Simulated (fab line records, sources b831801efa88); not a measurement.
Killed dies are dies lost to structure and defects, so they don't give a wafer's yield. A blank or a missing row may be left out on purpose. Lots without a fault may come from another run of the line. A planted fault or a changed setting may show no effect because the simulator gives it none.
fab line records | flow sky130
record lots=7 wafers=21 last_day=50
route steps=708 shown VIA2@516 PAD_OPEN@708
lots that met no fault: from a run of the same line without faults
start_h: hours from the record's first day to the start of the lot's first wafer shown | wait_h: hours since the lot's step before | " the same as in the row above | L1.1+2: a row that stands for several wafers | - no value, or no start given | * or withheld: withheld | < > ~ a bound
route shown NAME@n: a module of which the file shows steps, and the number in the route of the first | usual: mean/standard deviation of fault-free wafers | same: alike in all rows | chamber/n: place in a boat | sites: the reading at each site | _std_site: their standard deviation | _edge_site: outer sites' mean less inner sites' | radius_mm: how far each site lies from the wafer's centre | mask NAME#n: copy n | behind: the tool/chamber that last shaped the wafer | hold: why the lot was held/for how many hours/how that ended | device: the transistor (n, p or np) that didn't switch | end of line: the same wafers' tests at the end of the route | a step without rows: its recipe alone | killed: dies lost to structure and defects at the first sort, not the wafer's yield | map: a wafer's dies, x killed, . not, _ none there
set.NAME: the setting as run; set.NAME@STEP: as run at that earlier step | model.NAME: the simulator's own value behind a step, which no gauge read
lots at some steps of the route; a table a step, a row a wafer
services: from which hour (start_h, from the record's first day; less than 0 if before it) a tool's chamber was out of use, for how many hours, and why
## steps
# step SKY_VIA2_EXPOSE_09
# recipe mask_id=VIM2 na=0.8 source_shape=annular sigma_inner=0.55 sigma_outer=0.85 target_cd_nm=200 dose_mj=37.55
# step SKY_VIA2_PEB_10
# recipe peb_temp_c=withheld peb_time_s=withheld resist=KrF-thick
# step SKY_VIA2_DEVELOP_11
# recipe develop_time_s=60 resist=KrF-thick dev_temp_c=21
# step SKY_VIA2_CD_MEAS_12
# recipe target_cd_nm=200
# usual cd_nm=200.0/1.5
# columns lot.wafer tool chamber start_h wait_h cd_nm
L899.3 cd_sem-02 - 862.47 - 201.0
L899.4 " - " " 201.2
L899.6 " - " " 200.9
L907.3 cd_sem-01 - 926.53 - 202.6
L907.4 " - " " 201.0
L907.5 " - " " 199.7
L906.1 cd_sem-01 - 927.88 - 200.5
L906.4 " - " " 201.5
L906.6 " - " " 200.9
L908.1 cd_sem-01 - 933.42 - 199.9
L908.2 " - " " 197.6
L908.4 " - " " 199.0
L911.1 cd_sem-01 - 960.12 - 202.1
L911.4 " - " " 203.5
L911.5 " - " " 202.2
L914.1 cd_sem-01 - 976.02 - 198.9
L914.2 " - " " 199.6
L914.3 " - " " 200.7
L919.2 cd_sem-01 - 1010.50 - 199.5
L919.3 " - " " 198.4
L919.6 " - " " 198.6
# step SKY_VIA2_OVL_MEAS_13
# usual VIA2_OVL=2/5.9
# columns lot.wafer tool chamber start_h wait_h VIA2_OVL[nm]
L899.3 overlay-02 - 862.56 0.1 -2
L899.4 " - " " -5
L899.6 " - " " -5
L907.3 overlay-01 - 926.62 0.1 0
L907.4 " - " " -7
L907.5 " - " " 5
L906.1 overlay-02 - 928.00 0.1 -6
L906.4 " - " " 5
L906.6 " - " " 0
L908.1 overlay-02 - 933.54 0.1 7
L908.2 " - " " 13
L908.4 " - " " 17
L911.1 overlay-02 - 960.24 0.1 2
L911.4 " - " " -1
L911.5 " - " " 0
L914.1 overlay-01 - 976.14 0.1 4
L914.2 " - " " 7
L914.3 " - " " 3
L919.2 overlay-01 - 1010.60 0.1 0
L919.3 " - " " 7
L919.6 " - " " 2
# step SKY_VIA2_ETCH_14
# recipe chemistry=N2/H2 target=BARC ion_energy_ev=200 source_w=500 bias_w=100 pressure_mtorr=30 n2_flow_sccm=100 h2_flow_sccm=200 stop_on=SiO2 time_s=45.9 target_depth_a=600
# usual drypump_motor_current_A=5.5/0.55 oes_product_au=0.855/0.005 throttle_valve_pct=13.224/0.0095
# columns lot.wafer tool chamber start_h wait_h drypump_motor_current_A oes_product_au rf_hours_counter_h throttle_valve_pct
L899.3 rie_diel-03 1 862.58 0.0 5.6 0.856 5 13.229
L899.4 " 2 " " 5.7 0.858 18 13.240
L899.6 " 3 " " 6.0 0.853 - 13.226
L907.3 rie_diel-01 2 926.65 0.0 5.2 0.849 11 13.221
L907.4 " 3 " " 6.6 0.851 17 13.235
L907.5 " 0 " " 5.8 0.847 - 13.231
L906.1 rie_diel-02 0 928.03 0.0 5.1 0.856 9 13.218
L906.4 " 1 " " 6.5 0.855 20 13.229
L906.6 " 3 " " 4.8 0.850 - 13.217
L908.1 rie_diel-01 0 933.58 0.0 5.8 0.852 7 13.224
L908.2 " 3 " " 6.6 0.846 17 13.214
L908.4 " 2 " " 5.2 0.847 11 13.214
L911.1 rie_diel-02 3 960.28 0.0 4.8 0.858 10 13.236
L911.4 " 0 " " 5.1 0.853 10 13.224
L911.5 " 2 " " 5.4 0.846 - 13.216
L914.1 rie_diel-01 2 976.18 0.0 5.2 0.848 12 13.233
L914.2 " 0 " " 5.8 0.861 8 13.234
L914.3 " 1 " " 5.1 0.862 14 13.220
L919.2 rie_diel-02 0 1010.63 0.0 5.1 0.863 11 13.210
L919.3 " 1 " " 6.4 0.853 23 13.216
L919.6 " 0 " " 5.1 0.856 - 13.229
# step SKY_VIA2_ETCH_15
# recipe target=SiO2 chemistry=C4F8/O2/Ar target_depth_nm=546 stop_on=TiN mask_material=KrF-thick source_w=1500 bias_w=1200 pressure_mtorr=40 c4f8_flow_sccm=withheld O2_flow_sccm=6 Ar_flow_sccm=300 time_s=84
# usual oes_product_au=0.931/0.0052
# columns lot.wafer tool chamber start_h wait_h oes_product_au rf_hours_counter_h
L899.3 rie_diel-03 1 862.63 0.0 0.941 5
L899.4 " 2 " " 0.934 18
L899.6 " 3 " " 0.934 -
L907.3 rie_diel-01 2 926.69 0.0 0.933 11
L907.4 " 3 " " 0.936 17
L907.5 " 0 " " 0.928 -
L906.1 rie_diel-02 0 928.08 0.0 0.932 9
L906.4 " 1 " " 0.930 20
L906.6 " 3 " " 0.922 -
L908.1 rie_diel-01 0 933.62 0.0 0.931 7
L908.2 " 3 " " 0.930 17
L908.4 " 2 " " 0.934 11
L911.1 rie_diel-02 3 960.32 0.0 0.933 10
L911.4 " 0 " " 0.930 10
L911.5 " 2 " " 0.929 -
L914.1 rie_diel-01 2 976.22 0.0 0.931 12
L914.2 " 0 " " 0.933 8
L914.3 " 1 " " 0.941 14
L919.2 rie_diel-02 0 1010.68 0.0 0.933 11
L919.3 " 1 " " 0.924 23
L919.6 " 0 " " 0.927 -
# step SKY_VIA2_STRIP_16
# recipe chemistry=O2/N2 power_w=1400 pressure_mtorr=1500 platen_temp_c=withheld o2_flow_sccm=3000 n2_flow_sccm=300 overash_fraction=0.5
# usual drypump_motor_current_A=5.59/0.28 oes_product_au=0.399/0.0047 strip_time_to_endpoint_s=4.053/0.021
# same overash_fraction=0.5
# columns lot.wafer tool chamber start_h wait_h drypump_motor_current_A oes_product_au rf_hours_counter_h strip_time_to_endpoint_s
L899.3 plasma_asher-01 1 862.72 0.1 5.76 0.397 - 4.031
L899.4 " 0 " " 5.49 0.398 - 4.090
L899.6 " 1 " " 5.76 0.399 - 4.030
L907.3 plasma_asher-02 1 926.79 0.1 5.94 0.402 - 4.056
L907.4 " 0 " " 5.22 0.394 - 4.071
L907.5 " 0 " " 5.19 0.392 - 4.094
L906.1 plasma_asher-04 0 928.14 0.0 5.34 0.404 110 4.059
L906.4 " 0 " " 5.36 0.396 - 4.050
L906.6 " 1 " " 5.88 0.397 - 4.041
L908.1 plasma_asher-04 0 933.68 0.0 5.37 0.392 111 4.071
L908.2 " 1 " " 5.89 0.396 111 4.050
L908.4 " 0 " " 5.33 0.389 - 4.020
L911.1 plasma_asher-01 0 960.38 0.0 5.47 0.390 83 4.041
L911.4 " 1 " " 5.73 0.407 - 4.039
L911.5 " 1 " " 5.73 0.404 - 4.088
L914.1 plasma_asher-01 1 976.28 0.0 5.75 0.396 84 4.016
L914.2 " 0 " " 5.47 0.400 84 4.067
L914.3 " 1 " " 5.76 0.398 - 4.042
L919.2 plasma_asher-02 0 1010.74 0.0 5.19 0.396 26 4.039
L919.3 " 0 " " 5.19 0.402 - 4.054
L919.6 " 1 " " 5.91 0.399 - 4.030
# step SKY_VIA2_STRIP_17
# recipe chemistry=post_etch_residue_remover time_s=1200 temp_c=72.5
# step SKY_VIA2_CLEAN_18
# recipe chemistry=IPA time_s=180 temp_c=25
# step SKY_VIA2_CLEAN_19
# recipe chemistry=O3/DIW dry=n2_spin
# step SKY_VIA2_SPUTTER_20
# recipe material=TiN target_thk_nm=20 chamber_pressure_pa=5 power_w=4000 time_s=80
# usual throttle_valve_pct=29.8/1.6
# columns lot.wafer tool chamber start_h wait_h throttle_valve_pct
L899.3 pvd_sputter-03 - 863.31 0.0 27.3
L899.4 " - " " 27.6
L899.6 " - " " 32.0
L907.3 pvd_sputter-03 - 927.47 0.0 29.1
L907.4 " - " " 27.7
L907.5 " - " " 32.0
L906.1 pvd_sputter-03 - 928.83 0.0 27.5
L906.4 " - " " 29.1
L906.6 " - " " 27.3
L908.1 pvd_sputter-03 - 934.28 0.0 27.4
L908.2 " - " " 29.2
L908.4 " - " " 27.7
L911.1 pvd_sputter-01 - 961.01 0.0 29.4
L911.4 " - " " 29.6
L911.5 " - " " 29.5
L914.1 pvd_sputter-04 - 976.87 0.0 31.2
L914.2 " - " " 31.2
L914.3 " - " " 28.2
L919.2 pvd_sputter-01 - 1011.33 0.0 31.4
L919.3 " - " " 29.3
L919.6 " - " " 29.7
# step SKY_VIA2_CVD_21
# recipe material=W target_thk_nm=420 time_s=126.4 temp_c=400 pressure_torr=40
# usual heater_power_outer_w=514/31 heater_power_w=873/21
# columns lot.wafer tool chamber start_h wait_h heater_power_outer_w heater_power_w
L899.3 cvd_w-02 0 863.42 0.1 524 926
L899.4 " 1 " " 496 894
L899.6 " 1 " " 494 897
L907.3 cvd_w-02 0 927.57 0.1 472 844
L907.4 " 1 " " 483 851
L907.5 " 0 " " 489 835
L906.1 cvd_w-02 0 928.89 0.0 486 854
L906.4 " 1 " " 468 872
L906.6 " 1 " " 476 885
L908.1 cvd_w-02 0 934.34 0.0 479 837
L908.2 " 1 " " 463 885
L908.4 " 1 " " 470 893
L911.1 cvd_w-01 1 961.07 0.0 528 868
L911.4 " 1 " " 503 887
L911.5 " 1 " " 517 882
L914.1 cvd_w-01 1 976.94 0.0 522 874
L914.2 " 0 " " 559 884
L914.3 " 1 " " 522 886
L919.2 cvd_w-01 1 1011.39 0.0 516 895
L919.3 " 0 " " 564 873
L919.6 " 1 " " 517 872
# step SKY_VIA2_RS_MEAS_22
# recipe thk_meas_gauge=four-point-probe reads=W_of_VIA2_CVD_21+TiN_of_VIA2_SPUTTER_20
# usual VIA2_W_RS=0.2725/0.0029
# columns lot.wafer tool chamber start_h wait_h VIA2_W_RS[ohm/sq]
L899.3 film_metro-01 - 863.54 0.1 0.2784
L899.4 " - " " 0.2761
L899.6 " - " " 0.2730
L907.3 film_metro-04 - 927.70 0.1 0.2700
L907.4 " - " " 0.4001
L907.5 " - " " 0.2709
L906.1 film_metro-02 - 929.02 0.1 0.2764
L906.4 " - " " 0.4212
L906.6 " - " " 0.4141
L908.1 film_metro-02 - 934.47 0.1 0.2748
L908.2 " - " " 0.4166
L908.4 " - " " 0.4089
L911.1 film_metro-04 - 961.20 0.1 0.2709
L911.4 " - " " 0.2707
L911.5 " - " " 0.2713
L914.1 film_metro-02 - 977.07 0.1 0.2721
L914.2 " - " " 0.2780
L914.3 " - " " 0.2737
L919.2 film_metro-02 - 1011.54 0.1 0.2764
L919.3 " - " " 0.2798
L919.6 " - " " 0.2782
# step SKY_VIA2_THK_MEAS_23
# recipe thk_meas_gauge=xrf reads=W_of_VIA2_CVD_21
# usual VIA2_W_THK=408/10
# columns lot.wafer tool chamber start_h wait_h VIA2_W_THK[nm]
L899.3 film_metro-01 - 863.64 0.1 402
L899.4 " - " " 405
L899.6 " - " " 408
L907.3 film_metro-04 - 927.80 0.1 422
L907.4 " - " " 323
L907.5 " - " " 420
L906.1 film_metro-02 - 929.14 0.1 396
L906.4 " - " " 302
L906.6 " - " " 306
L908.1 film_metro-02 - 934.59 0.1 399
L908.2 " - " " 306
L908.4 " - " " 305
L911.1 film_metro-04 - 961.32 0.1 418
L911.4 " - " " 420
L911.5 " - " " 417
L914.1 film_metro-02 - 977.19 0.1 400
L914.2 " - " " 393
L914.3 " - " " 401
L919.2 film_metro-02 - 1011.65 0.1 390
L919.3 " - " " 389
L919.6 " - " " 387
# step SKY_VIA2_CMP_24
# recipe stop_on=SiO2 t_overpolish_s=20 down_force_psi=3.5 platen_rpm=60 target_thk_nm=0 pad_velocity_m_s=0.94248
# usual motor_current_A=11.0/0.6 overpolish_run_s=20.001/0.0085 time_to_endpoint_s=101/3.7
# columns lot.wafer tool chamber start_h wait_h motor_current_A overpolish_run_s time_to_endpoint_s
L899.3 cmp-01 3 863.73 0.1 11.2 20.003 102
L899.4 " 0 " " 11.3 20.017 99
L899.6 " 3 " " 11.4 20.010 102
L907.3 cmp-02 0 927.84 0.0 11.4 19.999 104
L907.4 " 1 " " 10.4 20.012 99
L907.5 " 0 " " 11.2 20.002 107
L906.1 cmp-01 3 929.30 0.1 11.6 19.989 98
L906.4 " 0 " " 10.4 19.999 95
L906.6 " 2 " " 10.8 19.998 97
L908.4 cmp-01 2 934.65 0.0 11.5 20.008 95
L908.1 " 3 " " 11.2 19.996 100
L908.2 " 1 " " 11.0 19.994 95
L911.1 cmp-01 1 961.48 0.1 11.6 19.998 99
L911.4 " 2 " " 11.0 19.995 97
L911.5 " 0 " " 10.9 19.995 99
L914.3 cmp-01 1 977.25 0.0 11.7 19.990 101
L914.1 " 2 " " 11.0 20.000 101
L914.2 " 3 " " 11.1 20.005 101
L919.3 cmp-02 3 1011.80 0.1 9.8 20.003 97
L919.2 " 0 " " 11.5 20.002 96
L919.6 " 1 " " 10.7 20.005 97
# step SKY_PAD_OPEN_PROBE_99
# usual defect_limited_yield=82.6/1.7 killed_at_M0_to_M3=43/6.5 killed_at_M4_up=3.2/1.9 killed_at_contacts=25/5.5 killed_at_front_end=14/4.2 killed_at_other=0.2/0.44 killed_dies=85/8.5 killed_open=47/7 killed_short=39/6.3 sort_bin_3_pad_short=0.9/0.46 sort_bin_5_function=10.3/1.4 sort_bin_6_memory=6.2/1.2 sort_n_pass=407/8.5 sort_yield_pct=82.6/1.7
# same gross_dies=492 killed_at_back_side=0 sort_bin_4_leakage[%]=0 sort_bin_8_speed[%]=0
# columns lot.wafer tool chamber start_h wait_h defect_limited_yield[%] killed_at_M0_to_M3 killed_at_M4_up killed_at_contacts killed_at_front_end killed_at_other killed_dies killed_open killed_short sort_bin_3_pad_short[%] sort_bin_5_function[%] sort_bin_6_memory[%] sort_n_pass sort_yield_pct[%]
L908.1 prober-02 - 1147.71 0.1 83.1 47 5 22 9 0 83 47 36 0.4 11.0 5.5 409 83.1
L908.2 prober-02 - 1147.76 0.1 82.7 50 1 27 7 0 85 51 34 1.2 10.0 6.1 407 82.7
L908.4 prober-02 - 1147.86 0.2 84.8 50 2 15 8 0 75 39 36 0.6 11.4 3.3 417 84.8
L914.1 prober-02 - 1178.40 0.1 81.1 44 4 27 18 0 93 50 43 1.2 10.6 7.1 399 81.1
L914.2 prober-02 - 1178.45 0.1 82.9 44 1 25 14 0 84 41 43 0.8 11.2 5.1 408 82.9
L914.3 prober-02 - 1178.50 0.2 81.1 40 1 37 15 0 93 51 42 1.8 12.4 4.7 399 81.1
L919.2 prober-01 - 1201.74 0.1 83.7 44 5 20 11 0 80 44 36 0.6 9.8 5.9 412 83.7
L919.3 prober-01 - 1201.79 0.2 80.7 57 3 17 17 1 95 48 47 2.6 11.0 5.7 397 80.7
L919.6 prober-01 - 1201.94 0.2 82.5 47 1 24 13 1 86 55 31 0.6 11.4 5.5 406 82.5
# killed by level:class
L908.1 VIA1:geometric_particle:open=12 VIA2:geometric_particle:open=10 CONTACT:geometric_particle:open=9 VIA1:geometric_particle:short=5 LI_CONTACT:geometric_particle:open=5 VIA3:geometric_particle:short=5 CONTACT:geometric_particle:short=4 VIA2:geometric_particle:short=4
L908.2 CONTACT:geometric_particle:open=12 VIA1:geometric_particle:open=12 VIA2:geometric_particle:open=8 LI_CONTACT:geometric_particle:open=6 METAL1:geometric_particle:short=6 CONTACT:geometric_particle:short=5 VIA2:geometric_particle:short=5 METAL1:geometric_particle:open=4
L908.4 METAL2:geometric_particle:short=12 VIA2:geometric_particle:open=7 VIA3:geometric_particle:open=7 CONTACT:geometric_particle:open=6 VIA2:geometric_particle:short=5 FIELD_ISO:geometric_particle:open=4 LOCAL_INTERCONNECT:geometric_particle:short=4 VIA1:geometric_particle:short=4
L914.1 CONTACT:geometric_particle:open=12 CONTACT:geometric_particle:short=10 VIA3:geometric_particle:open=8 FIELD_ISO:geometric_particle:open=6 VIA1:geometric_particle:open=6 VIA2:geometric_particle:short=5 FIELD_ISO:geometric_particle:short=4 METAL1:geometric_particle:open=4
L914.2 CONTACT:geometric_particle:open=13 METAL2:geometric_particle:short=7 VIA1:geometric_particle:short=6 VIA2:geometric_particle:short=6 VIA1:geometric_particle:open=6 FIELD_ISO:geometric_particle:short=5 VIA3:geometric_particle:open=5 METAL1:geometric_particle:short=4
L914.3 CONTACT:geometric_particle:open=13 CONTACT:geometric_particle:short=11 VIA1:geometric_particle:open=10 LOCAL_INTERCONNECT:geometric_particle:short=7 VIA1:geometric_particle:short=7 METAL2:geometric_particle:short=7 POLY_GATE:geometric_particle:open=6 VIA2:geometric_particle:open=6
L919.2 VIA1:geometric_particle:open=10 VIA3:geometric_particle:open=9 LI_CONTACT:geometric_particle:short=7 VIA2:geometric_particle:open=6 METAL1:geometric_particle:short=5 CONTACT:geometric_particle:open=5 POLY_GATE:geometric_particle:short=4 LI_CONTACT:geometric_particle:open=4
L919.3 VIA1:geometric_particle:open=14 METAL2:geometric_particle:short=8 VIA2:geometric_particle:open=7 VIA1:geometric_particle:short=6 CONTACT:geometric_particle:open=5 VIA3:geometric_particle:open=5 FIELD_ISO:geometric_particle:open=4 POLY_GATE:geometric_particle:short=4
L919.6 VIA1:geometric_particle:open=17 CONTACT:geometric_particle:open=9 LI_CONTACT:geometric_particle:open=7 METAL1:geometric_particle:short=7 POLY_GATE:geometric_particle:open=5 VIA2:geometric_particle:open=5 FIELD_ISO:geometric_particle:short=3 FIELD_ISO:geometric_particle:open=3
## services
# columns tool chamber start_h hours kind
plasma_asher-01 - 851.04 1.6 repair
plasma_asher-02 - 858.89 6.4 repair
plasma_asher-04 - 866.52 2.8 pm
pvd_sputter-04 - 873.00 7.7 repair
cvd_w-02 0 876.78 1.5 repair
rie_diel-01 - 886.20 6.2 repair
rie_diel-02 1 892.96 12.4 repair
cvd_w-02 1 894.38 1.9 repair
rie_diel-01 3 896.82 4.5 repair
rie_diel-01 - 903.82 1.2 repair
cvd_w-02 - 904.00 14.0 pm
plasma_asher-01 - 905.07 11.0 repair
cmp-01 - 912.05 4.0 pm
cvd_w-01 - 935.28 0.7 repair
rie_diel-02 2 952.27 3.4 repair
plasma_asher-04 - 956.04 5.2 repair
rie_diel-01 3 973.50 21.0 repair
plasma_asher-01 - 977.57 0.7 repair
cvd_w-02 0 984.26 32.9 repair
rie_diel-01 - 986.09 0.1 repair
plasma_asher-01 - 987.59 0.6 repair
cmp-01 - 997.22 1.6 repair
rie_diel-03 3 998.53 2.7 repair
cmp-02 - 998.89 6.8 pm
## key
first_sign step=SKY_VIA2_RS_MEAS_22 reading=VIA2_W_RS direction=up sigmas=47 usual=0.2725 struck=0.4122
effect step=SKY_VIA2_THK_MEAS_23 reading=VIA2_W_THK direction=down sigmas=9.6 usual=408 struck=308
met_at SKY_VIA2_CVD_21
struck_wafers L906.4,L906.6,L907.4,L908.2,L908.4
onset_between 863.42 927.57
fault kind=site_profile_drift tool=cvd_w-02 chamber=1 onset_h=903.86 steps=SKY_VIA2_CVD_21 basis=fraction max_abs_drift=0.51702 slope_share_per_hr=114.89 site_pattern=0,0,0,0,0,-1,-1,-1,-1
